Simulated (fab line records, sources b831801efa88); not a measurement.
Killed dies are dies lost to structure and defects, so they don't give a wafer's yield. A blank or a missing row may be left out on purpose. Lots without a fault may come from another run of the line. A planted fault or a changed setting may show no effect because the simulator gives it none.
fab line records | flow sky130 | part 1 of 2: steps 1 to 27 of 41
record lots=5 wafers=15 last_day=51
route steps=708 shown CAPM@547 METAL3@555 VIA3@573
lots that met no fault: from a run of the same line without faults
start_h: hours from the record's first day to the start of the lot's first wafer shown | wait_h: hours since the lot's step before | " the same as in the row above | L1.1+2: a row that stands for several wafers | - no value, or no start given | * or withheld: withheld | < > ~ a bound
route shown NAME@n: a module of which the file shows steps, and the number in the route of the first | usual: mean/standard deviation of fault-free wafers | same: alike in all rows | chamber/n: place in a boat | sites: the reading at each site | _std_site: their standard deviation | _edge_site: outer sites' mean less inner sites' | radius_mm: how far each site lies from the wafer's centre | mask NAME#n: copy n | behind: the tool/chamber that last shaped the wafer | hold: why the lot was held/for how many hours/how that ended | device: the transistor (n, p or np) that didn't switch | end of line: the same wafers' tests at the end of the route | a step without rows: its recipe alone | killed: dies lost to structure and defects at the first sort, not the wafer's yield | map: a wafer's dies, x killed, . not, _ none there
set.NAME: the setting as run; set.NAME@STEP: as run at that earlier step | model.NAME: the simulator's own value behind a step, which no gauge read
lots at some steps of the route; a table a step, a row a wafer
services: from which hour (start_h, from the record's first day; less than 0 if before it) a tool's chamber was out of use, for how many hours, and why
## steps
# step SKY_CAPM_PEB_10
# recipe temp_c=withheld time_s=* resist=NOVOLAK
# columns lot.wafer tool chamber start_h wait_h
L088.1+2+5 litho_track-01 0 - -
L095.3+4+6 litho_track-02 0 - -
L091.1+2+3 litho_track-03 0 - -
L090.2+3+4 litho_track-03 0 - -
L092.1+2+6 litho_track-02 0 - -
# step SKY_CAPM_DEVELOP_11
# recipe resist=NOVOLAK developer=TMAH develop_time_s=60 dev_temp_c=23
# columns lot.wafer tool chamber start_h wait_h
L088.1+2+5 litho_track-01 0 1042.53 0.1
L095.3+4+6 litho_track-02 0 1043.89 0.1
L091.1+2+3 litho_track-03 0 1046.54 0.1
L090.2+3+4 litho_track-03 0 1047.16 0.1
L092.1+2+6 litho_track-02 0 1051.64 0.1
# step SKY_CAPM_OVL_MEAS_12
# usual CAPM_OVL=0.2/1.3
# columns lot.wafer tool chamber start_h wait_h CAPM_OVL[nm]
L088.1 overlay-02 - 1042.68 0.1 2.4
L088.2 " - " " 1.5
L088.5 " - " " -0.4
L095.3 overlay-02 - 1044.00 0.1 1.1
L095.4 " - " " 1.4
L095.6 " - " " 2.2
L091.1 overlay-01 - 1046.69 0.1 0.0
L091.2 " - " " 0.7
L091.3 " - " " -0.5
L090.2 overlay-02 - 1047.29 0.1 0.8
L090.3 " - " " 0.1
L090.4 " - " " 1.4
L092.1 overlay-02 - 1051.79 0.1 -0.4
L092.2 " - " " -0.6
L092.6 " - " " 1.5
# step SKY_CAPM_METAL_ETCH_13
# recipe target_depth_nm=220 stop_on=SiO2 chemistry=Cl2/BCl3 target=TiN pressure_mtorr=10 icp_w=900 bias_w=48.5 Cl2_flow_sccm=60 bcl3_flow_sccm=30 time_s=62.9
# usual drypump_motor_current_A=6.01/0.23 he_backside_leak_sccm=3.42/0.25 oes_product_au=0.942/0.0077 throttle_valve_pct=21.902/0.01
# columns lot.wafer tool chamber start_h wait_h drypump_motor_current_A he_backside_leak_sccm oes_product_au rf_hours_counter_h throttle_valve_pct
L088.1 rie_metal-01 1 1042.72 0.0 5.78 3.38 0.943 6 21.900
L088.2 " 0 " " 6.25 3.65 0.927 14 21.912
L088.5 " 1 " " 5.75 3.48 0.937 - 21.904
L095.3 rie_metal-01 1 1044.05 0.0 5.78 3.61 0.929 - 21.913
L095.4 " 0 " " 6.23 3.54 0.946 - 21.883
L095.6 " 1 " " 5.76 3.41 0.944 - 21.907
L091.1 rie_metal-02 1 1046.72 0.0 6.22 3.60 0.937 17 21.888
L091.2 " 0 " " 5.70 3.15 0.938 14 21.897
L091.3 " 0 " " 5.69 3.24 0.936 - 21.922
L090.2 rie_metal-01 0 1047.32 0.0 6.23 3.59 0.958 14 21.907
L090.3 " 1 " " 5.77 3.37 0.959 - 21.904
L090.4 " 0 " " 6.25 3.75 0.954 - 21.890
L092.1 rie_metal-02 0 1051.82 0.0 5.64 3.02 0.929 15 21.891
L092.2 " 1 " " 6.22 3.36 0.941 18 21.892
L092.6 " 0 " " 5.65 3.11 0.948 - 21.893
# step SKY_CAPM_STRIP_14
# recipe chemistry=O2/N2 power_w=1400 pressure_mtorr=1500 platen_temp_c=withheld o2_flow_sccm=3000 n2_flow_sccm=300 overash_fraction=0.5
# usual drypump_motor_current_A=5.6/0.37 oes_product_au=0.710/0.0042 strip_time_to_endpoint_s=12.66/0.047
# columns lot.wafer tool chamber start_h wait_h drypump_motor_current_A oes_product_au rf_hours_counter_h strip_time_to_endpoint_s
L088.1 plasma_asher-03 0 1042.80 0.1 5.9 0.709 122 12.67
L088.2 " 1 " " 5.5 0.712 122 12.71
L088.5 " 0 " " 6.0 0.709 - 12.68
L095.3 plasma_asher-03 0 1044.13 0.1 6.0 0.711 - 12.64
L095.4 " 1 " " 5.5 0.711 - 12.68
L095.6 " 1 " " 5.5 0.711 - 12.69
L091.1 plasma_asher-01 1 1046.80 0.1 5.9 0.704 91 12.68
L091.2 " 0 " " 4.7 0.715 91 12.64
L091.3 " 0 " " 4.7 0.706 - 12.64
L090.2 plasma_asher-01 0 1047.40 0.1 4.7 0.706 91 12.54
L090.3 " 1 " " 5.9 0.715 - 12.58
L090.4 " 0 " " 4.7 0.709 - 12.62
L092.1 plasma_asher-03 0 1051.90 0.1 6.0 0.709 123 12.65
L092.2 " 1 " " 5.5 0.707 123 12.68
L092.6 " 0 " " 5.9 0.708 - 12.63
# step SKY_CAPM_STRIP_15
# recipe chemistry=post_etch_residue_remover time_s=1200 temp_c=72.5
# usual temp_c=72.50/0.13
# columns lot.wafer tool chamber start_h wait_h temp_c
L088.1 wet_bench-03 0 1042.90 0.1 72.32
L088.2 " 0 " " 72.33
L088.5 " 0 " " 72.20
L095.3 wet_bench-04 2 1044.20 0.0 72.64
L095.4 " 2 " " 72.44
L095.6 " 2 " " 72.79
L091.1 wet_bench-04 3 1046.90 0.1 72.61
L091.2 " 3 " " 72.63
L091.3 " 3 " " 72.66
L090.2 wet_bench-04 1 1047.69 0.3 72.45
L090.3 " 1 " " 72.20
L090.4 " 1 " " 72.45
L092.1 wet_bench-03 1 1052.00 0.1 72.38
L092.2 " 1 " " 72.55
L092.6 " 1 " " 72.47
# step SKY_CAPM_CLEAN_16
# recipe chemistry=IPA time_s=180 temp_c=25
# usual temp_c=25.00/0.11
# columns lot.wafer tool chamber start_h wait_h temp_c
L088.1 wet_bench-04 2 1043.27 0.0 25.19
L088.2 " 2 " " 24.99
L088.5 " 2 " " 24.95
L095.3 wet_bench-03 0 1044.54 0.0 24.95
L095.4 " 0 " " 25.02
L095.6 " 0 " " 25.04
L091.1 wet_bench-04 0 1047.24 0.0 25.09
L091.2 " 0 " " 25.32
L091.3 " 0 " " 25.13
L090.2 wet_bench-03 0 1048.04 0.0 24.85
L090.3 " 0 " " 24.82
L090.4 " 0 " " 24.97
L092.1 wet_bench-03 0 1052.41 0.0 25.13
L092.2 " 0 " " 25.08
L092.6 " 0 " " 25.01
# step SKY_CAPM_CLEAN_17
# recipe chemistry=O3/DIW dry=n2_spin
# columns lot.wafer tool chamber start_h wait_h
L088.1+2+5 wet_bench-03 2 1043.33 0.0
L095.3+4+6 wet_bench-04 1 1044.60 0.0
L091.1+2+3 wet_bench-03 2 1047.30 0.0
L090.2+3+4 wet_bench-04 3 1048.38 0.3
L092.1+2+6 wet_bench-04 1 1052.48 0.0
# step SKY_METAL3_DEHYDRATE_05
# recipe temp_c=200 time_s=60
# columns lot.wafer tool chamber start_h wait_h
L088.1+2+5 litho_track-03 0 1053.09 9.7
L095.3+4+6 litho_track-03 0 1054.29 9.6
L091.1+2+3 litho_track-04 0 1056.23 8.8
L090.2+3+4 litho_track-03 0 1057.31 8.8
L092.1+2+6 litho_track-02 0 1062.99 10.4
# step SKY_METAL3_HMDS_06
# recipe prime_time_s=60 prime_temp_c=120
# columns lot.wafer tool chamber start_h wait_h
L088.1+2+5 litho_track-03 0 1053.24 0.1
L095.3+4+6 litho_track-03 0 1054.44 0.1
L091.1+2+3 litho_track-04 0 1056.38 0.1
L090.2+3+4 litho_track-03 0 1057.46 0.1
L092.1+2+6 litho_track-02 0 1063.14 0.1
# step SKY_METAL3_COAT_07
# recipe resist=BARC temp_c=withheld time_s=withheld spin_rpm=3000 resist_thk_nm=60
# columns lot.wafer tool chamber start_h wait_h
L088.1+2+5 litho_track-03 0 1053.39 0.1
L095.3+4+6 litho_track-03 0 1054.59 0.1
L091.1+2+3 litho_track-04 0 1056.53 0.1
L090.2+3+4 litho_track-03 0 1057.61 0.1
L092.1+2+6 litho_track-02 0 1063.29 0.1
# step SKY_METAL3_COAT_08
# recipe resist=KrF-thick spin_rpm=3000 resist_thk_nm=1140
# columns lot.wafer tool chamber start_h wait_h
L088.1+2+5 litho_track-03 0 - -
L095.3+4+6 litho_track-03 0 - -
L091.1+2+3 litho_track-04 0 - -
L090.2+3+4 litho_track-03 0 - -
L092.1+2+6 litho_track-02 0 - -
# step SKY_METAL3_SOFTBAKE_09
# recipe temp_c=100 time_s=90 resist=KrF-thick
# columns lot.wafer tool chamber start_h wait_h
L088.1+2+5 litho_track-03 0 - -
L095.3+4+6 litho_track-03 0 - -
L091.1+2+3 litho_track-04 0 - -
L090.2+3+4 litho_track-03 0 - -
L092.1+2+6 litho_track-02 0 - -
# step SKY_METAL3_EXPOSE_10
# recipe mask_id=MM3 na=0.68 source_shape=annular sigma_inner=0.4 sigma_outer=0.8 target_cd_nm=300 dose_mj=28
# columns lot.wafer tool chamber start_h wait_h mask
L088.1+2+5 krf_scanner-01 0 - - MM3#0
L095.3+4+6 krf_scanner-01 0 - - MM3#0
L091.1+2+3 krf_scanner-02 0 - - MM3#0
L090.2+3+4 krf_scanner-01 0 - - MM3#0
L092.1+2+6 krf_scanner-02 0 - - MM3#0
# step SKY_METAL3_PEB_11
# recipe peb_temp_c=withheld peb_time_s=withheld resist=KrF-thick
# columns lot.wafer tool chamber start_h wait_h
L088.1+2+5 litho_track-03 0 - -
L095.3+4+6 litho_track-03 0 - -
L091.1+2+3 litho_track-02 0 - -
L090.2+3+4 litho_track-02 0 - -
L092.1+2+6 litho_track-03 0 - -
# step SKY_METAL3_DEVELOP_12
# recipe develop_time_s=60 resist=KrF-thick dev_temp_c=21
# columns lot.wafer tool chamber start_h wait_h
L088.1+2+5 litho_track-03 0 - -
L095.3+4+6 litho_track-03 0 - -
L091.1+2+3 litho_track-02 0 - -
L090.2+3+4 litho_track-02 0 - -
L092.1+2+6 litho_track-03 0 - -
# step SKY_METAL3_CD_MEAS_13
# recipe target_cd_nm=300
# usual cd_nm=299.9/1.4
# columns lot.wafer tool chamber start_h wait_h cd_nm
L088.1 cd_sem-01 - 1064.74 - 300.2
L088.2 " - " " 300.2
L088.5 " - " " 299.6
L095.3 cd_sem-02 - 1067.08 - 299.4
L095.4 " - " " 301.4
L095.6 " - " " 300.1
L091.1 cd_sem-01 - 1070.04 - 301.1
L091.2 " - " " 300.8
L091.3 " - " " 301.1
L090.2 cd_sem-02 - 1071.86 - 299.3
L090.3 " - " " 298.6
L090.4 " - " " 298.7
L092.1 cd_sem-02 - 1076.24 - 298.8
L092.2 " - " " 299.1
L092.6 " - " " 298.3
# step SKY_METAL3_OVL_MEAS_14
# usual METAL3_OVL=2/5.8
# columns lot.wafer tool chamber start_h wait_h METAL3_OVL[nm]
L088.1 overlay-01 - 1064.86 0.1 4
L088.2 " - " " 7
L088.5 " - " " 6
L095.3 overlay-02 - 1067.17 0.1 1
L095.4 " - " " 2
L095.6 " - " " -6
L091.1 overlay-01 - 1070.16 0.1 10
L091.2 " - " " -3
L091.3 " - " " 9
L090.2 overlay-02 - 1071.96 0.1 -2
L090.3 " - " " 4
L090.4 " - " " 7
L092.1 overlay-02 - 1076.36 0.1 -3
L092.2 " - " " 10
L092.6 " - " " 13
# step SKY_METAL3_DESCUM_15
# recipe chemistry=O2 source_power_w=150 bias_power_w=0 pressure_mtorr=10 temp_c=40 time_s=8
# usual drypump_motor_current_A=5.9/0.43 he_backside_leak_sccm=3.3/0.34 oes_product_au=0.993/0.012 temp_c=40.02/0.11
# columns lot.wafer tool chamber start_h wait_h drypump_motor_current_A he_backside_leak_sccm oes_product_au rf_hours_counter_h temp_c
L088.1 rie_metal-02 1 1064.89 0.0 6.2 3.3 0.983 19 40.07
L088.2 " 0 " " 5.7 3.4 1.008 15 39.95
L088.5 " 1 " " 6.2 3.4 0.984 - 39.99
L095.3 rie_metal-03 1 1067.20 0.0 6.0 3.2 0.982 - 40.20
L095.4 " 0 " " 5.9 3.2 1.010 - 40.14
L095.6 " 0 " " 5.9 3.3 1.001 - 40.26
L091.1 rie_metal-03 0 1070.19 0.0 5.9 3.9 1.003 6 40.16
L091.2 " 1 " " 6.1 3.2 0.975 20 40.01
L091.3 " 0 " " 5.9 3.2 1.006 - 40.05
L090.2 rie_metal-03 0 1071.99 0.0 5.9 3.3 1.019 7 40.05
L090.3 " 0 " " 5.9 3.3 1.017 - 39.81
L090.4 " 1 " " 6.0 3.2 0.986 - 39.98
L092.1 rie_metal-02 1 1076.39 0.0 6.2 3.8 0.997 20 40.02
L092.2 " 0 " " 5.6 3.4 1.018 17 39.87
L092.6 " 0 " " 5.7 3.4 1.011 - 39.87
# step SKY_METAL3_ETCH_16
# recipe chemistry=N2/H2 target=BARC ion_energy_ev=200 bias_w=100 pressure_mtorr=30 n2_flow_sccm=100 h2_flow_sccm=200 icp_w=500 stop_on=SiO2 time_s=88.2 target_depth_a=600
# usual drypump_motor_current_A=5.9/0.43 he_backside_leak_sccm=3.21/0.19 oes_product_au=0.626/0.0046 throttle_valve_pct=13.205/0.009
# columns lot.wafer tool chamber start_h wait_h drypump_motor_current_A he_backside_leak_sccm oes_product_au rf_hours_counter_h throttle_valve_pct
L088.1 rie_metal-02 1 1064.93 0.0 6.3 3.51 0.625 19 13.212
L088.2 " 0 " " 5.7 2.96 0.629 15 13.192
L088.5 " 1 " " 6.2 3.51 0.629 - 13.209
L095.3 rie_metal-03 1 1067.26 0.0 6.0 3.19 0.619 - 13.199
L095.4 " 0 " " 5.9 3.12 0.628 - 13.210
L095.6 " 0 " " 6.0 3.32 0.622 - 13.217
L091.1 rie_metal-03 0 1070.22 0.0 5.9 3.13 0.632 6 13.212
L091.2 " 1 " " 6.0 2.92 0.620 20 13.203
L091.3 " 0 " " 5.9 3.16 0.632 - 13.218
L090.2 rie_metal-03 0 1072.02 0.0 5.9 3.30 0.624 7 13.206
L090.3 " 0 " " 5.9 3.38 0.625 - 13.205
L090.4 " 1 " " 6.0 2.99 0.625 - 13.207
L092.1 rie_metal-02 1 1076.43 0.0 6.2 3.66 0.624 20 13.201
L092.2 " 0 " " 5.7 3.09 0.619 17 13.215
L092.6 " 0 " " 5.7 3.32 0.632 - 13.209
# step SKY_METAL3_ETCH_17
# recipe target=SiO2 stop_on=TiN chemistry=C4F8/O2/Ar source_w=1500 bias_w=1200 pressure_mtorr=40 c4f8_flow_sccm=withheld O2_flow_sccm=6 Ar_flow_sccm=300 time_s=3.9 target_depth_a=150
# usual oes_product_au=0.756/0.0081
# columns lot.wafer tool chamber start_h wait_h oes_product_au rf_hours_counter_h
L088.1 rie_diel-02 1 1065.02 0.1 0.755 19
L088.2 " 0 " " 0.745 17
L088.5 " 0 " " 0.768 -
L095.3 rie_diel-04 2 1067.32 0.0 0.758 25
L095.4 " 1 " " 0.763 15
L095.6 " 3 " " 0.764 -
L091.1 rie_diel-02 0 1070.32 0.1 0.747 17
L091.2 " 2 " " 0.726 22
L091.3 " 3 " " 0.741 8
L090.2 rie_diel-01 2 1072.12 0.1 0.748 10
L090.3 " 0 " " 0.752 17
L090.4 " 2 " " 0.766 -
L092.1 rie_diel-04 1 1076.52 0.1 0.751 16
L092.2 " 2 " " 0.755 25
L092.6 " 3 " " 0.758 -
# step SKY_METAL3_METAL_ETCH_18
# recipe target_depth_a=8450 stop_on=SiO2 over_etch_frac=0.3 time_s=183.1 chemistry=Cl2/BCl3 resist_sidewall_deg=88 pressure_mtorr=10 icp_w=900 bias_w=48.5 Cl2_flow_sccm=60 bcl3_flow_sccm=30
# usual drypump_motor_current_A=5.8/0.53 he_backside_leak_sccm=3.19/0.2 oes_product_au=0.864/0.0067 throttle_valve_pct=22.264/0.01
# columns lot.wafer tool chamber start_h wait_h drypump_motor_current_A he_backside_leak_sccm oes_product_au rf_hours_counter_h throttle_valve_pct
L088.1 rie_metal-02 1 1065.04 0.0 6.2 3.61 0.861 19 22.266
L088.2 " 0 " " 5.7 2.94 0.864 16 22.267
L088.5 " 1 " " 6.2 3.36 0.864 - 22.263
L095.3 rie_metal-04 1 1067.46 0.1 6.2 3.08 0.870 - 22.254
L095.4 " 1 " " 6.2 3.06 0.864 - 22.279
L095.6 " 1 " " 6.2 3.12 0.864 - 22.263
L091.1 rie_metal-04 1 1070.34 0.0 6.2 3.01 0.858 14 22.263
L091.2 " 0 " " 4.6 3.16 0.863 7 22.268
L091.3 " 1 " " 6.2 3.00 0.859 - 22.262
L090.2 rie_metal-04 0 1072.14 0.0 4.6 3.07 0.859 7 22.251
L090.3 " 0 " " 4.6 3.09 0.858 - 22.261
L090.4 " 1 " " 6.1 3.03 0.860 - 22.246
L092.1 rie_metal-03 1 1076.54 0.0 6.0 3.10 0.865 21 22.249
L092.2 " 0 " " 6.0 3.47 0.849 7 22.256
L092.6 " 0 " " 5.9 3.41 0.863 - 22.271
# step SKY_METAL3_STRIP_19
# recipe chemistry=O2/N2 power_w=1400 pressure_mtorr=1500 platen_temp_c=withheld o2_flow_sccm=3000 n2_flow_sccm=300 overash_fraction=0.5
# usual drypump_motor_current_A=5.62/0.19 oes_product_au=0.504/0.0065 strip_time_to_endpoint_s=6.58/0.095
# columns lot.wafer tool chamber start_h wait_h drypump_motor_current_A oes_product_au rf_hours_counter_h strip_time_to_endpoint_s
L088.1 plasma_asher-02 0 1065.22 0.1 5.58 0.505 65 6.64
L088.2 " 1 " " 5.32 0.506 65 6.44
L088.5 " 1 " " 5.32 0.499 - 6.60
L095.3 plasma_asher-03 0 1067.73 0.2 5.93 0.513 - 6.61
L095.4 " 1 " " 5.45 0.513 - 6.60
L095.6 " 1 " " 5.47 0.506 - 6.58
L091.1 plasma_asher-04 1 1070.52 0.1 5.65 0.508 30 6.66
L091.2 " 0 " " 5.76 0.497 30 6.47
L091.3 " 0 " " 5.75 0.509 - 6.66
L090.2 plasma_asher-04 0 1072.32 0.1 5.75 0.512 30 6.50
L090.3 " 0 " " 5.75 0.498 - 6.51
L090.4 " 1 " " 5.64 0.513 - 6.70
L092.1 plasma_asher-02 0 1076.72 0.1 5.59 0.514 66 6.75
L092.2 " 1 " " 5.30 0.505 66 6.54
L092.6 " 0 " " 5.60 0.508 - 6.53
# step SKY_METAL3_STRIP_20
# recipe chemistry=post_etch_residue_remover time_s=1200 temp_c=72.5
# usual temp_c=72.50/0.13
# columns lot.wafer tool chamber start_h wait_h temp_c
L088.1 wet_bench-01 3 1065.32 0.1 72.56
L088.2 " 3 " " 72.53
L088.5 " 3 " " 72.26
L095.3 wet_bench-02 2 1067.80 0.0 72.38
L095.4 " 2 " " 72.54
L095.6 " 2 " " 72.65
L091.1 wet_bench-01 0 1070.62 0.1 72.67
L091.2 " 0 " " 72.41
L091.3 " 0 " " 72.62
L090.2 wet_bench-03 0 1072.42 0.1 72.45
L090.3 " 0 " " 72.66
L090.4 " 0 " " 72.67
L092.1 wet_bench-03 3 1076.82 0.1 72.44
L092.2 " 3 " " 72.31
L092.6 " 3 " " 72.70
# step SKY_METAL3_CLEAN_21
# recipe chemistry=IPA time_s=180 temp_c=25
# usual temp_c=25.01/0.12
# columns lot.wafer tool chamber start_h wait_h temp_c
L088.1 wet_bench-02 0 1065.66 0.0 25.08
L088.2 " 0 " " 25.15
L088.5 " 0 " " 25.18
L095.3 wet_bench-01 2 1068.14 0.0 25.08
L095.4 " 2 " " 25.09
L095.6 " 2 " " 24.95
L091.1 wet_bench-03 3 1070.96 0.0 25.04
L091.2 " 3 " " 25.15
L091.3 " 3 " " 25.03
L090.2 wet_bench-01 1 1072.79 0.0 24.95
L090.3 " 1 " " 24.88
L090.4 " 1 " " 25.00
L092.1 wet_bench-03 1 1077.19 0.0 24.97
L092.2 " 1 " " 24.95
L092.6 " 1 " " 24.94
# step SKY_METAL3_CLEAN_22
# recipe chemistry=O3/DIW dry=n2_spin
# columns lot.wafer tool chamber start_h wait_h
L088.1+2+5 wet_bench-01 0 1065.72 0.0
L095.3+4+6 wet_bench-03 3 1068.20 0.0
L091.1+2+3 wet_bench-02 3 1071.02 0.0
L090.2+3+4 wet_bench-02 1 1072.85 0.0
L092.1+2+6 wet_bench-03 1 1077.31 0.1
# step SKY_VIA3_HDPCVD_00
# recipe material=SiO2 target_thk_nm=1635 sigma_open_frac=0.3 time_s=272.5 temp_c=400 sih4_flow_sccm=60 pressure_mtorr=6
# usual sih4_flow_sccm=60.01/0.17
# columns lot.wafer tool chamber start_h wait_h sih4_flow_sccm
L088.1 hdpcvd-02 1 1065.81 0.0 60.14
L088.2 " 0 " " 59.81
L088.5 " 0 " " 59.82
L095.3 hdpcvd-01 1 1068.30 0.0 60.10
L095.4 " 0 " " 60.17
L095.6 " 1 " " 60.20
L091.1 hdpcvd-02 1 1071.12 0.0 59.99
L091.2 " 0 " " 60.16
L091.3 " 2 " " 59.91
L090.2 hdpcvd-01 0 1072.94 0.0 60.17
L090.3 " 2 " " 60.22
L090.4 " 1 " " 59.80
L092.1 hdpcvd-02 0 1077.41 0.0 59.85
L092.2 " 1 " " 60.01
L092.6 " 2 " " 60.15
